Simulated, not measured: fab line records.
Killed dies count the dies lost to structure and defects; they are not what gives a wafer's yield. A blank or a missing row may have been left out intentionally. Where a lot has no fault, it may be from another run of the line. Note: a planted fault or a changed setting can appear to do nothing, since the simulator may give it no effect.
fab line records	flow sfq-line
record: lots: 5	wafers: 23
route steps=325 shown I1@73 M2@89 I2@104 M3@119
start-h: hours from the record's opening day to when the first of the lot's shown wafers began	wait-h: how many hours have passed since the lot's step before this one	" as in the row above	L1.1+2: one row covering several wafers at once	- either no value or no given start	* or withheld: withheld	< > ~ a bound
route shown NAME@n: names a module that has steps shown in the file, with the first one's number in the route	usual: mean/standard deviation of fault-free wafers	same: alike in all rows	chamber/n: place in a boat	sites: the reading at each site	_std_site: standard deviation of those values	_edge_site: outer sites' mean less inner sites'	radius-mm: how far each site lies from the wafer's centre	mask NAME#n: copy n	behind: the tool/chamber that last shaped the wafer	hold: cause of the lot's hold/its duration in hours/its outcome	device: transistor that didn't switch, given as n, p or np	end of line: the tests these same wafers got at the end of their route	a step given without rows: its recipe and nothing more	killed: count of dies lost to structure and defects at first sort (not the wafer's yield)	map: a wafer's dies, x killed, . not, _ none there
set.NAME: the setting that was run; set.NAME@STEP: the one run at that earlier step	model.NAME: the simulator's own value behind a step, which no gauge read
lots with deliberately changed settings; one table per step, one row per wafer
== steps ==
step: SFQ_TRILAYER_I1_DEP_PECVD_045
recipe: material: SiO2	temp-c: 150	time-s: 111.11	pressure-torr: 2.4	rf-w: 183.3	precursor: SiH4/N2O	target-thk-nm: 500
lot.wafer	tool	chamber	start-h	wait-h	set.time-s	model.SiO2_of_TRILAYER_I1_DEP_PECVD_045.thk-nm
L076.1	pecvd-02	0	328.17	0.0	111.11	491.3
L076.2	"	2	"	"	118.1	527.4
L076.3	"	1	"	"	111.11	495.5
L076.4	"	1	"	"	111.11	494.2
L076.6	"	0	"	"	118.1	531.5
L078.1	pecvd-01	0	349.57	0.0	120.3	537
L078.2	"	2	"	"	111.11	494
L078.4	"	2	"	"	120.3	533.4
L078.5	"	1	"	"	111.11	491.3
L078.6	"	0	"	"	120.3	552
L079.2	pecvd-02	0	350.77	0.0	111.11	489.6
L079.3	"	1	"	"	111.11	491.7
L079.5	"	2	"	"	111.11	502.4
L080.1	pecvd-03	2	353.17	0.0	117.7	530.9
L080.3	"	1	"	"	117.7	529.6
L080.4	"	2	"	"	111.11	512.3
L080.5	"	0	"	"	117.7	539
L080.6	"	1	"	"	111.11	509.8
L081.1	pecvd-01	2	360.47	0.0	111.11	489
L081.2	"	0	"	"	127.2	569.8
L081.4	"	0	"	"	111.11	497.5
L081.5	"	1	"	"	127.2	570.4
L081.6	"	2	"	"	111.11	496.4
step: SFQ_TRILAYER_I1_CMP_CMP_046
recipe: material: SiO2	down-force-psi: 3	platen-rpm: 60	pad-velocity-m-s: 0.94248
usual: time-to-endpoint-s: 215/5.3
lot.wafer	tool	chamber	start-h	wait-h	set.time-s@TRILAYER_I1_DEP_PECVD_045	time-to-endpoint-s
L076.2	cmp-01	1	330.13	1.9	118.1	231
L076.1	"	2	"	"	111.11	211
L076.4	"	3	"	"	111.11	212
L076.3	"	0	"	"	111.11	216
L076.6	"	2	332.63	4.4	118.1	237
L078.1	cmp-01	0	350.75	1.1	120.3	250
L078.4	"	1	"	"	120.3	252
L078.2	"	2	"	"	111.11	221
L078.5	"	3	"	"	111.11	208
L078.6	"	0	"	"	120.3	256
L079.2	cmp-02	0	351.87	1.1	111.11	211
L079.3	"	2	352.87	2.1	111.11	208
L079.5	"	1	354.37	3.5	111.11	220
L080.1	cmp-01	1	353.25	0.0	117.7	231
L080.3	"	2	"	"	117.7	235
L080.4	"	3	"	"	111.11	227
L080.5	"	1	355.25	2.0	117.7	239
L080.6	"	2	"	"	111.11	223
L081.2	cmp-02	1	360.87	0.4	127.2	261
L081.1	"	2	"	"	111.11	215
L081.4	"	3	"	"	111.11	212
L081.6	"	1	362.87	2.3	111.11	217
L081.5	"	2	"	"	127.2	270
step: SFQ_TRILAYER_I1_VIA_LITHO_COAT_049
recipe: resist: KrF	spin-rpm: 3000	resist-thk-nm: 650
lot.wafer	tool	chamber	start-h	wait-h	set.resist-thk-nm	model.KrF_of_TRILAYER_I1_VIA_LITHO_COAT_049.thk-nm
L076.1	litho-track-02	0	334.75	0.2	650	648.7
L076.2	"	0	"	"	679.1	677.9
L076.3	"	0	"	"	679.1	679
L076.4	"	0	"	"	650	649.8
L076.6	"	0	"	"	679.1	676.5
L078.1	litho-track-02	0	354.87	0.2	650	650.4
L078.2+6	"	0	"	"	619.8	620.8
L078.4	"	0	"	"	650	650.9
L078.5	"	0	"	"	650	653.3
L079.2+5	litho-track-03	0	356.54	0.2	650	648.2
L079.3	"	0	"	"	650	647.8
L080.1	litho-track-03	0	357.87	0.2	650	649.5
L080.3	"	0	"	"	625.4	625.7
L080.4	"	0	"	"	625.4	626.1
L080.5	"	0	"	"	650	650.4
L080.6	"	0	"	"	650	649.2
L081.1	litho-track-03	0	365.49	0.2	616.1	614.3
L081.2	"	0	"	"	616.1	612.2
L081.4	"	0	"	"	650	648.6
L081.5	"	0	"	"	616.1	615.1
L081.6	"	0	"	"	650	648.1
step: SFQ_TRILAYER_I1_VIA_BARC_OPEN_VIA_ETCH_071
recipe: mask-material: PR	chemistry: O2	target-depth-nm: 125	target: BARC	source-w: 500	bias-w: 80	pressure-mtorr: 30	time-s: 41.7
lot.wafer	tool	chamber	start-h	wait-h	set.time-s
L076.1+2+6	rie-diel-02	0,2,2	346.21	0.0	38.67
L076.3+4	"	3,0	"	"	41.7
L078.1+5	rie-diel-03	0,2	361.91	0.0	41.7
L078.2+4+6	"	2,3,3	"	"	39.68
L079.2+3+5	rie-diel-02	3,0,0	364.31	0.0	41.7
L080.1+3	rie-diel-04	3,0	366.71	0.0	36.33
L080.4+5+6	"	2,2,3	"	"	41.7
L081.1+4+5	rie-diel-03	0,1,0	372.71	0.0	41.7
L081.2+6	"	3,1	"	"	47.66
step: SFQ_TRILAYER_I1_VIA_ETCH_VIA_ETCH_052
recipe: target: SiO2	stop-on: Nb	mask-material: PR	taper-deg: 20	chemistry: CHF3	target-depth-nm: 260	source-w: 500	bias-w: 80	pressure-mtorr: 30	time-s: withheld
lot.wafer	tool	chamber	start-h	wait-h	set.resist-thk-nm@TRILAYER_I1_VIA_LITHO_COAT_049	model.KrF_of_TRILAYER_I1_VIA_LITHO_COAT_049.thk-nm
L076.1	rie-diel-02	0	346.25	0.0	650	529.3
L076.2	"	2	"	"	679.1	559.3
L076.3	"	3	"	"	679.1	557.5
L076.4	"	0	"	"	650	526.9
L076.6	"	2	"	"	679.1	558.6
L078.1+4	rie-diel-03	0,3	361.95	0.0	650	528.9
L078.2	"	2	"	"	619.8	503.2
L078.5	"	2	"	"	650	533.2
L078.6	"	3	"	"	619.8	498.2
L079.2	rie-diel-02	3	364.35	0.0	650	525.8
L079.3	"	0	"	"	650	525
L079.5	"	0	"	"	650	525.4
L080.1	rie-diel-04	3	366.75	0.0	650	534.2
L080.3	"	0	"	"	625.4	508.1
L080.4	"	2	"	"	625.4	502.8
L080.5	"	2	"	"	650	527.2
L080.6	"	3	"	"	650	526.4
L081.1	rie-diel-03	0	372.75	0.0	616.1	492.6
L081.2	"	3	"	"	616.1	479
L081.4	"	1	"	"	650	528
L081.5	"	0	"	"	616.1	493
L081.6	"	1	"	"	650	520.6
step: SFQ_TRILAYER_M2_DEP_SPUTTER_055
recipe: material: Nb	base-pressure-pa: 1.33e-06	chamber-pressure-pa: 0.1333	substrate-temp-c: 20	resputter-cathode-voltage-v: 400	target-thk-nm: 200	power-w: 2000	time-s: 133.3
lot.wafer	tool	chamber	start-h	wait-h	set.time-s	model.Nb_of_TRILAYER_M2_DEP_SPUTTER_055.thk-nm
L076.1	pvd-sputter-03	-	347.17	0.0	117.9	176.3
L076.2	"	-	"	"	133.3	199.4
L076.3	"	-	"	"	133.3	198.2
L076.4	"	-	"	"	133.3	197.8
L076.6	"	-	"	"	117.9	176.1
L078.1	pvd-sputter-06	-	362.87	0.0	133.3	202
L078.2	"	-	"	"	133.3	199.9
L078.4	"	-	"	"	140.3	211
L078.5	"	-	"	"	140.3	212
L078.6	"	-	"	"	133.3	198
L079.2+3	pvd-sputter-04	-	365.27	0.0	133.3	199.8
L079.5	"	-	"	"	133.3	201.4
L080.1	pvd-sputter-03	-	367.67	0.0	133.3	201
L080.3	"	-	"	"	133.3	200.1
L080.4	"	-	"	"	133.3	200.3
L080.5	"	-	"	"	133.3	200.4
L080.6	"	-	"	"	133.3	200.7
L081.1	pvd-sputter-04	-	373.85	0.0	121.8	182.8
L081.2	"	-	"	"	133.3	200.3
L081.4	"	-	"	"	133.3	202.2
L081.5	"	-	"	"	121.8	185.5
L081.6	"	-	"	"	121.8	185.4
step: SFQ_M2_RS_MEAS_914
recipe: thk-meas-gauge: four-point-probe	reads: Nb_of_TRILAYER_M2_DEP_SPUTTER_055
usual: M2_NB_RS: 0.890/0.0094
lot.wafer	tool	chamber	start-h	wait-h	set.time-s@TRILAYER_M2_DEP_SPUTTER_055	M2_NB_RS[ohm/sq]
L076.1	film-metro-01	-	347.26	0.0	117.9	1.008
L076.2	"	-	"	"	133.3	0.891
L076.3	"	-	"	"	133.3	0.900
L076.4	"	-	"	"	133.3	0.899
L076.6	"	-	"	"	117.9	1.012
L078.1	film-metro-01	-	362.96	0.0	133.3	0.879
L078.2	"	-	"	"	133.3	0.888
L078.4	"	-	"	"	140.3	0.843
L078.5	"	-	"	"	140.3	0.839
L078.6	"	-	"	"	133.3	0.899
L079.2	film-metro-02	-	365.38	0.1	133.3	0.890
L079.3	"	-	"	"	133.3	0.890
L079.5	"	-	"	"	133.3	0.883
L080.1	film-metro-02	-	367.76	0.0	133.3	0.888
L080.3	"	-	"	"	133.3	0.887
L080.4	"	-	"	"	133.3	0.891
L080.5	"	-	"	"	133.3	0.890
L080.6	"	-	"	"	133.3	0.887
L081.1	film-metro-02	-	373.94	0.0	121.8	0.975
L081.2	"	-	"	"	133.3	0.887
L081.4	"	-	"	"	133.3	0.879
L081.5	"	-	"	"	121.8	0.960
L081.6	"	-	"	"	121.8	0.960
step: SFQ_TRILAYER_M2_ETCH_METAL_ETCH_060
recipe: target: Nb	stop-on: SiO2	mask-material: PR	chemistry: Cl2/Ar	target-depth-nm: 240	icp-w: 600	bias-w: 80	pressure-mtorr: 10	time-s: 120
usual: oes-product-au: 0.895/0.0058
lot.wafer	tool	chamber	start-h	wait-h	set.icp-w	set.time-s@TRILAYER_M2_DEP_SPUTTER_055	oes-product-au	model.SiO2_of_TRILAYER_I1_DEP_PECVD_045.thk-nm
L076.1	rie-metal-04	1	494.96	0.0	600	117.9	0.837	193.3
L076.2	"	0	"	"	600	133.3	0.896	193.6
L076.3	"	0	"	"	670.6	133.3	0.891	190.3
L076.4	"	1	"	"	600	133.3	0.882	192.3
L076.6	"	0	"	"	670.6	117.9	0.839	190.2
L078.1	rie-metal-02	0	514.16	0.0	600	133.3	0.899	191.5
L078.2	"	1	"	"	600	133.3	0.895	192.4
L078.4	"	0	"	"	600	140.3	0.918	192.5
L078.5	"	1	"	"	600	140.3	0.927	192.9
L078.6	"	0	"	"	600	133.3	0.891	192.7
L079.2	rie-metal-02	0	517.76	0.0	600	133.3	0.898	193.7
L079.3	"	0	"	"	600	133.3	0.893	194.3
L079.5	"	1	"	"	600	133.3	0.904	192.3
L080.1	rie-metal-03	0	521.36	0.0	660.9	133.3	0.896	190.9
L080.3	"	1	"	"	600	133.3	0.899	194.2
L080.4	"	0	"	"	660.9	133.3	0.897	191.8
L080.5	"	1	"	"	660.9	133.3	0.895	190.5
L080.6	"	0	"	"	600	133.3	0.892	193
L081.1	rie-metal-03	1	526.16	0.0	600	121.8	0.857	193.6
L081.2	"	0	"	"	654.4	133.3	0.889	190.5
L081.4	"	1	"	"	654.4	133.3	0.901	191.3
L081.5	"	0	"	"	600	121.8	0.856	193.5
L081.6	"	1	"	"	654.4	121.8	0.855	191.2
step: SFQ_TRILAYER_I2_CMP_CMP_064
recipe: material: SiO2	down-force-psi: 3	platen-rpm: 60	pad-velocity-m-s: 0.94248
lot.wafer	tool	chamber	start-h	wait-h	set.leave-above-ref-nm	model.SiO2_of_TRILAYER_I2_DEP_PECVD_063.thk-nm
L076.4	cmp-02	3	496.58	0.6	209	209.1
L076.2	"	0	"	"	200	200.7
L076.1	"	1	"	"	209	210
L076.3	"	2	"	"	209	210.1
L076.6	"	0	499.08	3.1	200	201.1
L078.1	cmp-01	1	515.16	0.0	200	200
L078.2	"	2	"	"	200	200.7
L078.4+6	"	3,1	"	"	189.7	190.4
L078.5	"	2	517.66	2.5	189.7	190
L079.3+2	cmp-01	3,0	519.26	0.5	200	200.5
L079.5	"	3	521.26	2.5	200	200
L080.3	cmp-02	1	522.36	0.0	212.6	211.4
L080.4	"	2	"	"	212.6	213
L080.1	"	0	523.86	1.5	200	199.1
L080.5	"	1	"	"	200	198.7
L080.6	"	2	"	"	212.6	212.8
L081.2	cmp-01	0	527.64	0.5	194.5	195
L081.4	"	1	"	"	194.5	194.8
L081.1	"	2	"	"	194.5	195.5
L081.5	"	3	"	"	200	199.8
L081.6	"	0	"	"	200	199.3
step: SFQ_TRILAYER_I2_METRO_MEASURE_065
usual: thk-nm: 200.1/0.94
lot.wafer	tool	chamber	start-h	wait-h	set.leave-above-ref-nm@TRILAYER_I2_CMP_CMP_064	thk-nm
L076.1	film-metro-01	-	499.70	0.1	209	210.0
L076.2	"	-	"	"	200	200.8
L076.3	"	-	"	"	209	210.1
L076.4	"	-	"	"	209	208.9
L076.6	"	-	"	"	200	201.2
L078.1	film-metro-01	-	518.28	0.1	200	200.0
L078.2	"	-	"	"	200	200.8
L078.4	"	-	"	"	189.7	190.3
L078.5	"	-	"	"	189.7	190.0
L078.6	"	-	"	"	189.7	190.4
L079.2	film-metro-03	-	522.08	0.3	200	200.5
L079.3	"	-	"	"	200	200.4
L079.5	"	-	"	"	200	200.0
L080.1	film-metro-01	-	525.48	0.1	200	199.2
L080.3	"	-	"	"	212.6	211.5
L080.4	"	-	"	"	212.6	213.1
L080.5	"	-	"	"	200	198.9
L080.6	"	-	"	"	212.6	212.9
L081.1	film-metro-01	-	530.26	0.1	194.5	195.6
L081.2	"	-	"	"	194.5	194.9
L081.4	"	-	"	"	194.5	195.0
L081.5	"	-	"	"	200	199.9
L081.6	"	-	"	"	200	199.2
step: SFQ_TRILAYER_I2_VIA_LITHO_COAT_067
recipe: resist: KrF	spin-rpm: 3000	resist-thk-nm: 650
lot.wafer	tool	chamber	start-h	wait-h	set.spin-rpm	model.KrF_of_TRILAYER_I2_VIA_LITHO_COAT_067.thk-nm
L076.1	litho-track-01	0	501.20	0.2	3000	649
L076.2	"	0	"	"	2798	671.7
L076.3	"	0	"	"	2798	671.9
L076.4	"	0	"	"	3000	648.7
L076.6	"	0	"	"	3000	647.8
L078.1	litho-track-01	0	519.78	0.2	3000	651.1
L078.2	"	0	"	"	3079	641.4
L078.4	"	0	"	"	3000	650.8
L078.5	"	0	"	"	3079	646.6
L078.6	"	0	"	"	3000	650.3
L079.2	litho-track-03	0	523.43	0.2	3000	652.6
L079.3	"	0	"	"	3000	653.1
L079.5	"	0	"	"	3000	651.4
L080.1	litho-track-03	0	526.98	0.2	3000	648.5
L080.3	"	0	"	"	3000	651.4
L080.4	"	0	"	"	3000	651.1
L080.5	"	0	"	"	3000	652.2
L080.6	"	0	"	"	3000	652.8
L081.1	litho-track-01	0	531.76	0.2	3000	650.1
L081.2	"	0	"	"	3000	649.1
L081.4	"	0	"	"	3183	628.9
L081.5	"	0	"	"	3000	648.6
L081.6	"	0	"	"	3183	628.8
step: SFQ_TRILAYER_I2_VIA_LITHO_SOFTBAKE_071
recipe: temp-c: withheld	time-s: withheld	resist: KrF
step: SFQ_TRILAYER_I2_VIA_LITHO_EXPOSE_068
recipe: mask-id: I2	na: 0.6	source-shape: conventional	sigma-outer: 0.65	target-cd-nm: 500	dose-mj: 21.3
step: SFQ_TRILAYER_I2_VIA_LITHO_DEVELOP_069
recipe: time-s: 60	resist: KrF
step: SFQ_TRILAYER_I2_VIA_BARC_OPEN_VIA_ETCH_096
recipe: mask-material: PR	chemistry: O2	target-depth-nm: 125	target: BARC	source-w: 500	bias-w: 80	pressure-mtorr: 30.79	time-s: 41.7
lot.wafer	tool	chamber	start-h	wait-h	set.spin-rpm@TRILAYER_I2_VIA_LITHO_COAT_067	model.KrF_of_TRILAYER_I2_VIA_LITHO_COAT_067.thk-nm
L076.1	rie-diel-04	2	667.97	0.0	3000	570.5
L076.2	"	0	"	"	2798	593.3
L076.3	"	1	"	"	2798	595.1
L076.4	"	3	"	"	3000	571.8
L076.6	"	0	"	"	3000	569.5
L078.1	rie-diel-04	2	685.97	0.0	3000	571.6
L078.2	"	3	"	"	3079	564.9
L078.4	"	1	"	"	3000	574.6
L078.5	"	2	"	"	3079	567.4
L078.6	"	3	"	"	3000	573.5
L079.2	rie-diel-03	2	690.77	0.0	3000	574.9
L079.3	"	1	"	"	3000	576.2
L079.5	"	1	"	"	3000	574.2
L080.1	rie-diel-01	2	693.17	0.0	3000	572.4
L080.3	"	0	"	"	3000	575.8
L080.4	"	1	"	"	3000	573.6
L080.5	"	2	"	"	3000	576.6
L080.6	"	0	"	"	3000	577.1
L081.1	rie-diel-01	2	697.97	0.0	3000	574.4
L081.2	"	3	"	"	3000	571.9
L081.4	"	1	"	"	3183	551.9
L081.5	"	1	"	"	3000	572.2
L081.6	"	2	"	"	3183	553.4
step: SFQ_TRILAYER_I2_VIA_ETCH_VIA_ETCH_070
recipe: target: SiO2	stop-on: Nb	mask-material: PR	taper-deg: 20	chemistry: CHF3	target-depth-nm: 260	source-w: 500	bias-w: 80	pressure-mtorr: 30	time-s: withheld
usual: oes-product-au: 0.854/0.0045
lot.wafer	tool	chamber	start-h	wait-h	set.leave-above-ref-nm@TRILAYER_I2_CMP_CMP_064	oes-product-au	model.I2.feature-depth-nm
L076.1	rie-diel-04	2	668.01	0.0	209	0.881	210
L076.2	"	0	"	"	200	0.853	200.7
L076.3	"	1	"	"	209	0.871	210.1
L076.4	"	3	"	"	209	0.875	209.1
L076.6	"	0	"	"	200	0.852	201.1
L078.1	rie-diel-04	2	686.01	0.0	200	0.857	200
L078.2	"	3	"	"	200	0.857	200.7
L078.4	"	1	"	"	189.7	0.827	190.4
L078.5	"	2	"	"	189.7	0.835	190
L078.6	"	3	"	"	189.7	0.831	190.4
L079.2	rie-diel-03	2	690.81	0.0	200	0.860	200.5
L079.3	"	1	"	"	200	0.853	200.5
L079.5	"	1	"	"	200	0.854	200
L080.1	rie-diel-01	2	693.21	0.0	200	0.850	199.1
L080.3	"	0	"	"	212.6	0.875	211.4
L080.4	"	1	"	"	212.6	0.891	213
L080.5	"	2	"	"	200	0.849	198.7
L080.6	"	0	"	"	212.6	0.880	212.8
L081.1	rie-diel-01	2	698.01	0.0	194.5	0.846	195.5
L081.2	"	3	"	"	194.5	0.847	194.9
L081.4	"	1	"	"	194.5	0.841	194.8
L081.5	"	1	"	"	200	0.853	199.8
L081.6	"	2	"	"	200	0.852	199.3
step: SFQ_TRILAYER_M3_DEP_SPUTTER_073
recipe: material: Nb	base-pressure-pa: 1.33e-06	chamber-pressure-pa: 0.1333	substrate-temp-c: 20	resputter-cathode-voltage-v: 400	target-thk-nm: 200	power-w: 2000	time-s: 133.3
lot.wafer	tool	chamber	start-h	wait-h	set.time-s	model.Nb_of_TRILAYER_M3_DEP_SPUTTER_073.thk-nm
L076.1	pvd-sputter-04	-	668.93	0.0	133.3	205.2
L076.2	"	-	"	"	133.3	203.6
L076.3	"	-	"	"	145.1	221.6
L076.4	"	-	"	"	145.1	222.2
L076.6	"	-	"	"	145.1	222.4
L078.1	pvd-sputter-05	-	686.93	0.0	133.3	194.6
L078.2	"	-	"	"	133.3	198.8
L078.4	"	-	"	"	133.3	197.2
L078.5	"	-	"	"	133.3	197.1
L078.6	"	-	"	"	133.3	198.5
L079.2	pvd-sputter-04	-	691.74	0.0	133.3	201.1
L079.3	"	-	"	"	133.3	201.8
L079.5	"	-	"	"	133.3	201.6
L080.1	pvd-sputter-03	-	694.14	0.0	133.3	196.2
L080.3	"	-	"	"	139.6	204.7
L080.4	"	-	"	"	139.6	208
L080.5	"	-	"	"	139.6	205.9
L080.6	"	-	"	"	133.3	197.5
L081.1	pvd-sputter-04	-	698.94	0.0	113.7	173.4
L081.2	"	-	"	"	113.7	171.8
L081.4	"	-	"	"	133.3	202
L081.5	"	-	"	"	133.3	202.7
L081.6	"	-	"	"	133.3	200.3
step: SFQ_M3_RS_MEAS_919
recipe: thk-meas-gauge: four-point-probe	reads: Nb_of_TRILAYER_M3_DEP_SPUTTER_073
usual: M3_NB_RS: 0.891/0.012
lot.wafer	tool	chamber	start-h	wait-h	set.time-s@TRILAYER_M3_DEP_SPUTTER_073	M3_NB_RS[ohm/sq]
L076.1	film-metro-01	-	669.02	0.0	133.3	0.867
L076.2	"	-	"	"	133.3	0.874
L076.3	"	-	"	"	145.1	0.801
L076.4	"	-	"	"	145.1	0.800
L076.6	"	-	"	"	145.1	0.799
L078.1	film-metro-01	-	687.02	0.0	133.3	0.913
L078.2	"	-	"	"	133.3	0.895
L078.4	"	-	"	"	133.3	0.902
L078.5	"	-	"	"	133.3	0.900
L078.6	"	-	"	"	133.3	0.894
L079.2	film-metro-01	-	691.85	0.1	133.3	0.885
L079.3	"	-	"	"	133.3	0.881
L079.5	"	-	"	"	133.3	0.882
L080.1	film-metro-04	-	694.23	0.0	133.3	0.906
L080.3	"	-	"	"	139.6	0.867
L080.4	"	-	"	"	139.6	0.855
L080.5	"	-	"	"	139.6	0.864
L080.6	"	-	"	"	133.3	0.900
L081.1	film-metro-04	-	699.03	0.0	113.7	1.026
L081.2	"	-	"	"	113.7	1.037
L081.4	"	-	"	"	133.3	0.881
L081.5	"	-	"	"	133.3	0.876
L081.6	"	-	"	"	133.3	0.888
== key ==
split: step: SFQ_TRILAYER_I1_DEP_PECVD_045	setting: time-s	stated: 111.11	by: wafer
response: step: SFQ_TRILAYER_I1_DEP_PECVD_045	reading: model.SiO2_of_TRILAYER_I1_DEP_PECVD_045.thk-nm	change: +5.25	per: 1%	r: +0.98
response: step: SFQ_TRILAYER_I1_CMP_CMP_046	reading: time-to-endpoint-s	change: *	per: 1%	r: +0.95
split: step: SFQ_TRILAYER_I1_VIA_LITHO_COAT_049	setting: resist-thk-nm	stated: 650	by: wafer
response: step: SFQ_TRILAYER_I1_VIA_LITHO_COAT_049	reading: model.KrF_of_TRILAYER_I1_VIA_LITHO_COAT_049.thk-nm	change: +6.5	per: 1%	r: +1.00
response: step: SFQ_TRILAYER_I1_VIA_ETCH_VIA_ETCH_052	reading: model.KrF_of_TRILAYER_I1_VIA_LITHO_COAT_049.thk-nm	change: +6.64	per: 1%	r: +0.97
split: step: SFQ_TRILAYER_I1_VIA_BARC_OPEN_VIA_ETCH_071	setting: time-s	stated: 41.7	by: wafer
response none clear
split: step: SFQ_TRILAYER_M2_DEP_SPUTTER_055	setting: time-s	stated: 133.3	by: wafer
response: step: SFQ_TRILAYER_M2_DEP_SPUTTER_055	reading: model.Nb_of_TRILAYER_M2_DEP_SPUTTER_055.thk-nm	change: +1.96	per: 1%	r: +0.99
response: step: SFQ_M2_RS_MEAS_914	reading: M2_NB_RS	change: -0.00962	per: 1%	r: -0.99
response: step: SFQ_TRILAYER_M2_ETCH_METAL_ETCH_060	reading: oes-product-au	change: +0.00455	per: 1%	r: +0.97
split: step: SFQ_TRILAYER_M2_ETCH_METAL_ETCH_060	setting: icp-w	stated: 600	by: wafer
response: step: SFQ_TRILAYER_M2_ETCH_METAL_ETCH_060	reading: model.SiO2_of_TRILAYER_I1_DEP_PECVD_045.thk-nm	change: -0.253	per: 1%	r: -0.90
split: step: SFQ_TRILAYER_I2_CMP_CMP_064	setting: leave-above-ref-nm	stated: 200	by: wafer
response: step: SFQ_TRILAYER_I2_CMP_CMP_064	reading: model.SiO2_of_TRILAYER_I2_DEP_PECVD_063.thk-nm	change: +2.01	per: 1%	r: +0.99
response: step: SFQ_TRILAYER_I2_METRO_MEASURE_065	reading: thk-nm	change: +2	per: 1%	r: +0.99
response: step: SFQ_TRILAYER_I2_VIA_ETCH_VIA_ETCH_070	reading: oes-product-au	change: +0.005	per: 1%	r: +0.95
response: step: SFQ_TRILAYER_I2_VIA_ETCH_VIA_ETCH_070	reading: model.I2.feature-depth-nm	change: +2.01	per: 1%	r: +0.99
split: step: SFQ_TRILAYER_I2_VIA_LITHO_COAT_067	setting: spin-rpm	stated: 3000	by: wafer
response: step: SFQ_TRILAYER_I2_VIA_LITHO_COAT_067	reading: model.KrF_of_TRILAYER_I2_VIA_LITHO_COAT_067.thk-nm	change: -3.34	per: 1%	r: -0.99
response: step: SFQ_TRILAYER_I2_VIA_BARC_OPEN_VIA_ETCH_096	reading: model.KrF_of_TRILAYER_I2_VIA_LITHO_COAT_067.thk-nm	change: -3.36	per: 1%	r: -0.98
split: step: SFQ_TRILAYER_M3_DEP_SPUTTER_073	setting: time-s	stated: 133.3	by: wafer
response: step: SFQ_TRILAYER_M3_DEP_SPUTTER_073	reading: model.Nb_of_TRILAYER_M3_DEP_SPUTTER_073.thk-nm	change: +1.98	per: 1%	r: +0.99
response: step: SFQ_M3_RS_MEAS_919	reading: M3_NB_RS	change: -0.00951	per: 1%	r: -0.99
